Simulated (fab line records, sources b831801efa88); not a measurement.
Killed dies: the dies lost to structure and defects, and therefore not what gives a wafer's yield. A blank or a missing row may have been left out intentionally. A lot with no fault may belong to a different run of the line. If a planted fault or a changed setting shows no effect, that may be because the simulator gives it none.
fab line records -- flow sky130
record lots=12, wafers=36, last_day=49
route steps=708 shown LDD_N@244 LDD_LDN@296 POLY_CUT@316 LI_CONTACT@362 PAD_OPEN@708
lots with no fault: from the same line, run without faults
start_h: hours from the record's opening day to when the first of the lot's shown wafers began -- wait_h: time in hours since the lot's previous step -- " same as the row above -- L1.1+2: one row covering several wafers at once -- - no value, or no start was given -- * or withheld: withheld -- < > ~ a bound
route shown NAME@n: a module of which the file shows steps, and the number in the route of the first -- usual: average and standard deviation across the fault-free wafers -- same: alike in all rows -- chamber/n: place in a boat -- sites: per-site readings -- _std_site: the standard deviation of these -- _edge_site: outer sites' mean less inner sites' -- radius_mm: for every site, how far away it sits from the centre of the wafer -- mask NAME#n: copy n -- behind: the most recent tool/chamber to have shaped the wafer -- hold: cause of the lot's hold/its duration in hours/its outcome -- device: whichever transistor did not switch (one of n, p or np) -- end of line: the route-end tests of the same wafers -- where a step has no rows: the recipe by itself -- killed: at the first sort, the dies lost to defects and structure; wafer yield is something else -- map: per-die view of a wafer (x killed, . not killed, _ where there is no die)
set.NAME: the run value of the setting; set.NAME@STEP: its run value at that earlier step -- model.NAME: the simulator's own value behind a step, which no gauge read
steps of the route over a sample of lots; a table a step, a row a wafer
services: the hour from which a tool's chamber was out of use, counted from the record's first day as start_h (under 0 if before that day), plus the number of hours and why
## steps
# step SKY_LDD_N_OVL_MEAS_07
# usual LDD_N_OVL=0.3/1.3
lot.wafer,tool,chamber,start_h,wait_h,LDD_N_OVL[nm]
L122.1,overlay-02,-,415.36,0.1,-1.1
L122.3,overlay-02,-,415.36,0.1,-1.5
L122.6,overlay-02,-,415.36,0.1,-2.2
L124.2,overlay-01,-,437.15,0.1,1.2
L124.3,overlay-01,-,437.15,0.1,1.5
L124.4,overlay-01,-,437.15,0.1,1.7
L125.2,overlay-02,-,449.10,0.1,1.4
L125.3,overlay-02,-,449.10,0.1,0.3
L125.6,overlay-02,-,449.10,0.1,0.5
L126.1,overlay-01,-,461.76,0.1,1.8
L126.2,overlay-01,-,461.76,0.1,2.2
L126.5,overlay-01,-,461.76,0.1,2.7
L128.1,overlay-02,-,472.49,0.1,0.7
L128.3,overlay-02,-,472.49,0.1,-1.3
L128.4,overlay-02,-,472.49,0.1,-1.2
L129.2,overlay-01,-,485.65,0.1,0.3
L129.4,overlay-01,-,485.65,0.1,-0.1
L129.6,overlay-01,-,485.65,0.1,1.4
L130.2,overlay-02,-,497.71,0.1,-1.1
L130.3,overlay-02,-,497.71,0.1,0.2
L130.5,overlay-02,-,497.71,0.1,-0.6
L134.1,overlay-02,-,533.65,0.1,0.8
L134.2,overlay-02,-,533.65,0.1,2.0
L134.6,overlay-02,-,533.65,0.1,0.1
L135.1,overlay-02,-,540.90,0.1,0.4
L135.3,overlay-02,-,540.90,0.1,0.2
L135.5,overlay-02,-,540.90,0.1,-0.1
L136.4,overlay-01,-,544.26,0.1,-2.5
L136.5,overlay-01,-,544.26,0.1,0.2
L136.6,overlay-01,-,544.26,0.1,0.2
L137.1,overlay-02,-,556.44,0.1,-1.7
L137.5,overlay-02,-,556.44,0.1,-2.2
L137.6,overlay-02,-,556.44,0.1,-1.4
L141.1,overlay-01,-,576.35,0.1,1.1
L141.2,overlay-01,-,576.35,0.1,1.5
L141.6,overlay-01,-,576.35,0.1,-0.2
# step SKY_LDD_LDN_OVL_MEAS_07
# usual LDD_LDN_OVL=-0.1/1.5
lot.wafer,tool,chamber,start_h,wait_h,LDD_LDN_OVL[nm]
L122.1,overlay-02,-,539.15,0.1,-1.1
L122.3,overlay-02,-,539.15,0.1,-0.6
L122.6,overlay-02,-,539.15,0.1,-0.5
L124.2,overlay-02,-,558.55,0.1,2.4
L124.3,overlay-02,-,558.55,0.1,1.4
L124.4,overlay-02,-,558.55,0.1,0.6
L125.2,overlay-02,-,570.61,0.1,-2.6
L125.3,overlay-02,-,570.61,0.1,-2.0
L125.6,overlay-02,-,570.61,0.1,-2.0
L126.1,overlay-01,-,582.01,0.1,1.9
L126.2,overlay-01,-,582.01,0.1,0.6
L126.5,overlay-01,-,582.01,0.1,0.7
L128.1,overlay-02,-,593.39,0.1,-1.5
L128.3,overlay-02,-,593.39,0.1,-0.7
L128.4,overlay-02,-,593.39,0.1,-0.8
L129.2,overlay-01,-,607.01,0.1,2.4
L129.4,overlay-01,-,607.01,0.1,-0.2
L129.6,overlay-01,-,607.01,0.1,0.0
L130.2,overlay-01,-,617.75,0.1,1.2
L130.3,overlay-01,-,617.75,0.1,3.0
L130.5,overlay-01,-,617.75,0.1,1.9
L134.1,overlay-02,-,652.45,0.1,2.6
L134.2,overlay-02,-,652.45,0.1,2.9
L134.6,overlay-02,-,652.45,0.1,2.2
L135.1,overlay-02,-,658.21,0.1,0.9
L135.3,overlay-02,-,658.21,0.1,1.1
L135.5,overlay-02,-,658.21,0.1,-0.1
L136.4,overlay-02,-,663.06,0.1,0.9
L136.5,overlay-02,-,663.06,0.1,-1.2
L136.6,overlay-02,-,663.06,0.1,-0.4
L137.1,overlay-02,-,672.66,0.1,-2.5
L137.5,overlay-02,-,672.66,0.1,-0.7
L137.6,overlay-02,-,672.66,0.1,-1.9
L141.1,overlay-01,-,692.96,0.1,1.3
L141.2,overlay-01,-,692.96,0.1,1.8
L141.6,overlay-01,-,692.96,0.1,-0.6
# step SKY_POLY_CUT_OVL_MEAS_09
# usual POLY_CUT_OVL=0/5.8
lot.wafer,tool,chamber,start_h,wait_h,POLY_CUT_OVL[nm]
L122.1,overlay-01,-,570.96,0.1,-2
L122.3,overlay-01,-,570.96,0.1,-5
L122.6,overlay-01,-,570.96,0.1,-1
L124.2,overlay-02,-,591.07,0.1,-5
L124.3,overlay-02,-,591.07,0.1,3
L124.4,overlay-02,-,591.07,0.1,-13
L125.2,overlay-02,-,602.43,0.1,-1
L125.3,overlay-02,-,602.43,0.1,-5
L125.6,overlay-02,-,602.43,0.1,-1
L126.1,overlay-02,-,613.58,0.1,-6
L126.2,overlay-02,-,613.58,0.1,1
L126.5,overlay-02,-,613.58,0.1,-8
L128.1,overlay-01,-,624.88,0.1,-2
L128.3,overlay-01,-,624.88,0.1,1
L128.4,overlay-01,-,624.88,0.1,6
L129.2,overlay-01,-,638.47,0.1,-5
L129.4,overlay-01,-,638.47,0.1,-16
L129.6,overlay-01,-,638.47,0.1,-19
L130.2,overlay-02,-,648.17,0.1,6
L130.3,overlay-02,-,648.17,0.1,-2
L130.5,overlay-02,-,648.17,0.1,-2
L134.1,overlay-02,-,683.68,0.1,-3
L134.2,overlay-02,-,683.68,0.1,1
L134.6,overlay-02,-,683.68,0.1,7
L135.1,overlay-02,-,688.60,0.1,-6
L135.3,overlay-02,-,688.60,0.1,-2
L135.5,overlay-02,-,688.60,0.1,-2
L136.4,overlay-02,-,693.00,0.1,4
L136.5,overlay-02,-,693.00,0.1,-1
L136.6,overlay-02,-,693.00,0.1,1
L137.1,overlay-01,-,707.66,0.1,4
L137.5,overlay-01,-,707.66,0.1,-5
L137.6,overlay-01,-,707.66,0.1,-9
L141.1,overlay-01,-,723.78,0.1,5
L141.2,overlay-01,-,723.78,0.1,12
L141.6,overlay-01,-,723.78,0.1,17
# step SKY_LI_CONTACT_HDPCVD_00
# recipe material=PSG, target_thk_nm=930, sigma_open_frac=0.3, time_s=155, temp_c=600, sih4_flow_sccm=60, pressure_mtorr=6
# usual run_length_s=183.2/0.58, sih4_flow_sccm=60.02/0.19
lot.wafer,tool,chamber,start_h,wait_h,run_length_s,sih4_flow_sccm
L122.1,hdpcvd-01,2,658.78,0.0,182.8,59.73
L122.3,hdpcvd-01,2,658.78,0.0,182.9,59.91
L122.6,hdpcvd-01,0,658.78,0.0,183.1,59.62
L124.2,hdpcvd-01,1,679.88,0.0,182.5,60.16
L124.3,hdpcvd-01,0,679.88,0.0,182.7,60.06
L124.4,hdpcvd-01,0,679.88,0.0,182.7,60.01
L125.2,hdpcvd-02,1,688.62,0.0,183.7,60.13
L125.3,hdpcvd-02,1,688.62,0.0,184.5,60.00
L125.6,hdpcvd-02,1,688.62,0.0,183.6,60.28
L126.1,hdpcvd-02,1,700.10,0.0,183.9,59.89
L126.2,hdpcvd-02,2,700.10,0.0,182.5,60.01
L126.5,hdpcvd-02,1,700.10,0.0,184.0,60.11
L128.1,hdpcvd-01,0,710.76,0.0,183.6,60.40
L128.3,hdpcvd-01,1,710.76,0.0,182.8,60.04
L128.4,hdpcvd-01,0,710.76,0.0,182.9,60.51
L129.2,hdpcvd-01,2,723.67,0.0,182.8,60.26
L129.4,hdpcvd-01,0,723.67,0.0,183.2,60.08
L129.6,hdpcvd-01,2,723.67,0.0,183.3,59.90
L130.2,hdpcvd-02,0,733.03,0.0,183.6,59.49
L130.3,hdpcvd-02,2,733.03,0.0,182.6,60.02
L130.5,hdpcvd-02,2,733.03,0.0,182.5,59.94
L134.1,hdpcvd-01,1,767.66,0.0,182.4,59.90
L134.2,hdpcvd-01,2,767.66,0.0,183.1,60.17
L134.6,hdpcvd-01,0,767.66,0.0,182.7,59.89
L135.1,hdpcvd-02,0,772.25,0.0,183.7,59.98
L135.3,hdpcvd-02,2,772.25,0.0,195.5,60.27
L135.5,hdpcvd-02,0,772.25,0.0,196.3,59.67
L136.4,hdpcvd-02,0,775.73,0.1,183.9,59.89
L136.5,hdpcvd-02,2,775.73,0.1,194.8,60.07
L136.6,hdpcvd-02,1,775.73,0.1,196.5,60.04
L137.1,hdpcvd-02,1,790.13,0.0,183.7,59.93
L137.5,hdpcvd-02,1,790.13,0.0,196.5,60.13
L137.6,hdpcvd-02,2,790.13,0.0,194.8,60.34
L141.1,hdpcvd-01,0,806.13,0.0,183.0,59.97
L141.2,hdpcvd-01,1,806.13,0.0,182.5,59.98
L141.6,hdpcvd-01,1,806.13,0.0,182.7,60.16
# step SKY_LI_CONTACT_THK_MEAS_01
# recipe reads=PSG_of_LI_CONTACT_HDPCVD_00
# usual LI_CONTACT_HDPCVD_THK=924/9.7
lot.wafer,tool,chamber,start_h,wait_h,LI_CONTACT_HDPCVD_THK[nm]
L122.1,film_metro-04,-,658.93,0.1,930
L122.3,film_metro-04,-,658.93,0.1,932
L122.6,film_metro-04,-,658.93,0.1,922
L124.2,film_metro-03,-,679.99,0.1,934
L124.3,film_metro-03,-,679.99,0.1,919
L124.4,film_metro-03,-,679.99,0.1,927
L125.2,film_metro-02,-,688.78,0.1,900
L125.3,film_metro-02,-,688.78,0.1,903
L125.6,film_metro-02,-,688.78,0.1,914
L126.1,film_metro-02,-,700.20,0.1,924
L126.2,film_metro-02,-,700.20,0.1,936
L126.5,film_metro-02,-,700.20,0.1,921
L128.1,film_metro-04,-,710.86,0.1,924
L128.3,film_metro-04,-,710.86,0.1,940
L128.4,film_metro-04,-,710.86,0.1,927
L129.2,film_metro-02,-,723.78,0.1,941
L129.4,film_metro-02,-,723.78,0.1,927
L129.6,film_metro-02,-,723.78,0.1,929
L130.2,film_metro-03,-,733.14,0.1,916
L130.3,film_metro-03,-,733.14,0.1,931
L130.5,film_metro-03,-,733.14,0.1,915
L134.1,film_metro-04,-,767.77,0.1,922
L134.2,film_metro-04,-,767.77,0.1,918
L134.6,film_metro-04,-,767.77,0.1,905
L135.1,film_metro-03,-,772.35,0.1,924
L135.3,film_metro-03,-,772.35,0.1,995
L135.5,film_metro-03,-,772.35,0.1,1006
L136.4,film_metro-03,-,775.81,0.0,941
L136.5,film_metro-03,-,775.81,0.0,993
L136.6,film_metro-03,-,775.81,0.0,1005
L137.1,film_metro-04,-,790.23,0.1,913
L137.5,film_metro-04,-,790.23,0.1,1002
L137.6,film_metro-04,-,790.23,0.1,1008
L141.1,film_metro-03,-,806.23,0.1,920
L141.2,film_metro-03,-,806.23,0.1,933
L141.6,film_metro-03,-,806.23,0.1,930
# step SKY_LI_CONTACT_CMP_02
# recipe material=PSG, down_force_psi=4, platen_rpm=60, pad_velocity_m_s=0.94248
# usual edge_zone_pressure_frac=1.000/0.0049, motor_current_A=12.2/1.4, time_to_endpoint_s=32.2/2.2
lot.wafer,tool,chamber,start_h,wait_h,edge_zone_pressure_frac,motor_current_A,time_to_endpoint_s
L122.1,cmp-01,3,658.99,0.1,1.002,13.8,32.1
L122.3,cmp-01,0,658.99,0.1,1.000,12.8,33.1
L122.6,cmp-01,3,658.99,0.1,1.002,14.2,32.9
L124.4,cmp-01,2,680.09,0.1,1.001,10.1,31.3
L124.2,cmp-01,3,680.09,0.1,1.006,13.7,34.5
L124.3,cmp-01,0,680.09,0.1,0.998,12.4,31.7
L125.3,cmp-02,0,688.88,0.1,1.003,12.4,30.6
L125.2,cmp-02,1,688.88,0.1,1.000,11.3,30.1
L125.6,cmp-02,3,688.88,0.1,1.001,10.0,34.1
L126.1,cmp-01,0,700.26,0.1,1.000,11.9,29.4
L126.2,cmp-01,3,700.26,0.1,1.003,14.2,32.4
L126.5,cmp-01,1,700.26,0.1,1.002,13.3,28.2
L128.1,cmp-02,3,710.92,0.1,1.004,10.7,33.3
L128.3,cmp-02,1,710.92,0.1,1.001,11.6,33.6
L128.4,cmp-02,2,710.92,0.1,0.999,13.5,32.8
L129.4,cmp-01,1,723.83,0.0,1.003,13.5,27.2
L129.2,cmp-01,3,723.83,0.0,1.006,13.6,33.5
L129.6,cmp-01,2,723.83,0.0,1.001,9.8,30.7
L130.3,cmp-02,2,733.24,0.1,1.006,13.6,33.8
L130.2,cmp-02,0,733.24,0.1,1.001,12.0,31.4
L130.5,cmp-02,1,733.24,0.1,0.997,11.5,31.9
L134.2,cmp-02,1,767.83,0.0,1.003,11.1,32.0
L134.1,cmp-02,3,767.83,0.0,0.997,11.0,32.7
L134.6,cmp-02,1,767.83,0.0,1.003,11.4,30.9
L135.1,cmp-01,0,772.41,0.1,0.991,12.9,33.4
L135.3,cmp-01,3,772.41,0.1,0.994,14.0,40.4
L135.5,cmp-01,1,772.41,0.1,1.003,13.5,37.9
L136.4,cmp-01,0,775.94,0.1,0.997,12.7,32.4
L136.6,cmp-01,2,775.94,0.1,1.011,10.4,34.9
L136.5,cmp-01,3,775.94,0.1,1.004,13.9,36.1
L137.1,cmp-02,1,790.44,0.2,0.990,12.0,32.0
L137.5,cmp-02,2,790.44,0.2,0.997,13.3,41.5
L137.6,cmp-02,3,790.44,0.2,0.994,10.3,42.6
L141.2,cmp-01,0,806.34,0.1,1.006,12.3,32.7
L141.1,cmp-01,1,806.34,0.1,1.003,13.0,26.1
L141.6,cmp-01,0,806.34,0.1,0.999,13.1,31.0
# step SKY_PAD_OPEN_PROBE_99
# usual killed_at_M0_to_M3=44/6.8, killed_at_M4_up=3.2/1.7, killed_at_contacts=24/4.9, killed_at_front_end=14/4.1, killed_at_other=0.2/0.51, killed_dies=85/8.7, killed_open=46/6.8, killed_short=39/6.1
# same gross_dies=492, killed_at_back_side=0
lot.wafer,tool,chamber,start_h,wait_h,killed_at_M0_to_M3,killed_at_M4_up,killed_at_contacts,killed_at_front_end,killed_at_other,killed_dies,killed_open,killed_short
L135.3,prober-01,-,1169.82,0.2,50,1,25,17,0,93,56,37
L135.5,prober-01,-,1169.92,0.2,39,4,28,14,0,85,38,47
L137.1,prober-01,-,1173.27,0.1,55,6,25,19,1,106,55,51
L137.5,prober-01,-,1173.47,0.2,56,5,13,5,2,81,35,46
L137.6,prober-01,-,1173.52,0.2,45,6,31,16,0,98,54,44
# killed by level:class
L135.3 CONTACT:geometric_particle:open=10 VIA1:geometric_particle:open=10 VIA2:geometric_particle:open=9 LI_CONTACT:geometric_particle:open=8 VIA3:geometric_particle:open=6 VIA3:geometric_particle:short=6 FIELD_ISO:geometric_particle:open=5 VIA1:geometric_particle:short=5
L135.5 CONTACT:geometric_particle:short=9 VIA3:geometric_particle:open=8 VIA1:geometric_particle:open=8 CONTACT:geometric_particle:open=7 VIA2:geometric_particle:open=6 POLY_GATE:geometric_particle:short=5 LOCAL_INTERCONNECT:geometric_particle:short=5 METAL1:geometric_particle:short=5
L137.1 VIA1:geometric_particle:open=12 VIA2:geometric_particle:open=11 CONTACT:geometric_particle:open=11 FIELD_ISO:geometric_particle:short=8 VIA1:geometric_particle:short=8 CONTACT:geometric_particle:short=5 VIA2:geometric_particle:short=5 VIA3:geometric_particle:short=5
L137.5 METAL2:geometric_particle:short=11 VIA1:geometric_particle:open=10 VIA2:geometric_particle:open=9 METAL1:geometric_particle:short=8 VIA3:geometric_particle:open=6 VIA1:geometric_particle:short=5 FIELD_ISO:geometric_particle:short=4 LOCAL_INTERCONNECT:geometric_particle:short=4
L137.6 VIA1:geometric_particle:open=13 LI_CONTACT:geometric_particle:open=11 LOCAL_INTERCONNECT:geometric_particle:short=6 METAL4:geometric_particle:short=6 VIA3:geometric_particle:open=6 METAL1:geometric_particle:short=5 CONTACT:geometric_particle:open=5 FIELD_ISO:geometric_particle:open=4
## services
tool,chamber,start_h,hours,kind
hdpcvd-02,-,650.75,15.0,pm
hdpcvd-02,0,650.75,15.0,vent_cycle
hdpcvd-02,1,650.75,15.0,vent_cycle
hdpcvd-02,2,650.75,15.0,vent_cycle
hdpcvd-01,1,654.96,5.6,repair
hdpcvd-02,0,665.75,-,clean
hdpcvd-02,1,665.75,-,clean
hdpcvd-02,2,665.75,-,clean
cmp-02,-,675.39,5.4,repair
cmp-02,-,683.23,1.7,repair
hdpcvd-02,2,685.44,10.8,repair
cmp-02,-,730.19,0.9,repair
cmp-02,-,744.00,4.0,pm
cmp-02,-,748.00,-,consumable_replace:conditioner
cmp-02,-,748.00,-,consumable_replace:pad
cmp-02,-,751.82,7.6,pm
cmp-01,-,786.15,4.3,repair
hdpcvd-02,-,802.24,6.0,pm
## key
first_sign step=SKY_LI_CONTACT_HDPCVD_00, reading=run_length_s, direction=up, sigmas=22, usual=*, struck=*
effect step=SKY_LI_CONTACT_THK_MEAS_01, reading=LI_CONTACT_HDPCVD_THK, direction=up, sigmas=8, usual=924, struck=1001
effect step=SKY_LI_CONTACT_CMP_02, reading=time_to_endpoint_s, direction=up, sigmas=3.1, usual=*, struck=*
met_at SKY_LI_CONTACT_HDPCVD_00
struck_lots L135,L136,L137
struck_wafers L135.3,L135.5,L136.5,L136.6,L137.5,L137.6
tester_left_out L135,L136,L137
not_acting_at SKY_LDD_N_OVL_MEAS_07,SKY_LDD_LDN_OVL_MEAS_07,SKY_POLY_CUT_OVL_MEAS_09
onset_between 733.03 772.25
fault kind=process_parameter_drift, tool=hdpcvd-02, chamber=-, onset_h=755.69, steps=SKY_LI_CONTACT_HDPCVD_00, channel=time_s, offset=*, shape=step, end_h=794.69, scope=struck_wafers_only, acts_in=*, stated=*
# tester_left_out: of these lots the tester's yield and bins aren't shown, on N5 and GAA mostly nor the transistor test; their killed dies are dies lost to structure and defects alone, not to doping, threshold or leakage, so they don't give the yield
